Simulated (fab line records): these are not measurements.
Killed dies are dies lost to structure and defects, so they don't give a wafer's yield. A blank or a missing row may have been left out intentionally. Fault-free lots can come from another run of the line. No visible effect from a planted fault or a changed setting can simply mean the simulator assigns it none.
Chamber matching | flow gf180mcu | 4 sister chambers for GF_STI_ETCH_14 on rie si-02
The step etches Si in HBr/Cl2/O2, target depth 360 nm, time 102.9 s. 4 wafers are shown with their chamber, then 10 later ones without.

EACH WAFER AND ITS CHAMBER
wafer  | chamber | drypump motor current A (A)
L420.4 | 3       | 5.9
L422.5 | 1       | 6.0
L427.1 | 2       | 5.6
L427.3 | 0       | 4.7

WAFERS WHOSE CHAMBER IS MISSING
wafer  | drypump motor current A (A)
L427.4 | 5.8
L429.1 | 5.6
L429.3 | 5.9
L429.5 | 5.6
L430.2 | 5.8
L430.3 | 4.7
L430.5 | 5.7
L435.1 | 5.8
L435.2 | 5.9
L435.3 | 5.6

WHICH CHAMBER EACH ONE RAN IN
wafer  | from the rows above          | in truth
L427.4 | can't be placed: 3 or 1 or 2 | 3
L429.1 | 2                            | 2
L429.3 | can't be placed: 3 or 1      | 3
L429.5 | 2                            | 2
L430.2 | can't be placed: 3 or 1 or 2 | 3
L430.3 | 0                            | 0
L430.5 | can't be placed: 2 or 3      | 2
L435.1 | can't be placed: 3 or 1 or 2 | 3
L435.2 | can't be placed: 3 or 1      | 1
L435.3 | 2                            | 2
Placed correctly: 4 of 10. Cannot be placed on the basis of these rows: 6; the candidates contain the true chamber in 6. 0 placed wrongly.
How it was worked out, from the rows above alone: a wafer's distance from a chamber is the root of the sum, over the readings, of the square of ((its reading less the chamber's mean) divided by the reading's scatter). The wafer belongs to the nearest chamber; if the next one is less than 2 further off, it can't be placed. The mean given for a chamber averages the wafers shown for that chamber. The scatter: root of mean squared gap, hidden wafer to nearest shown wafer, with one shown wafer a chamber.
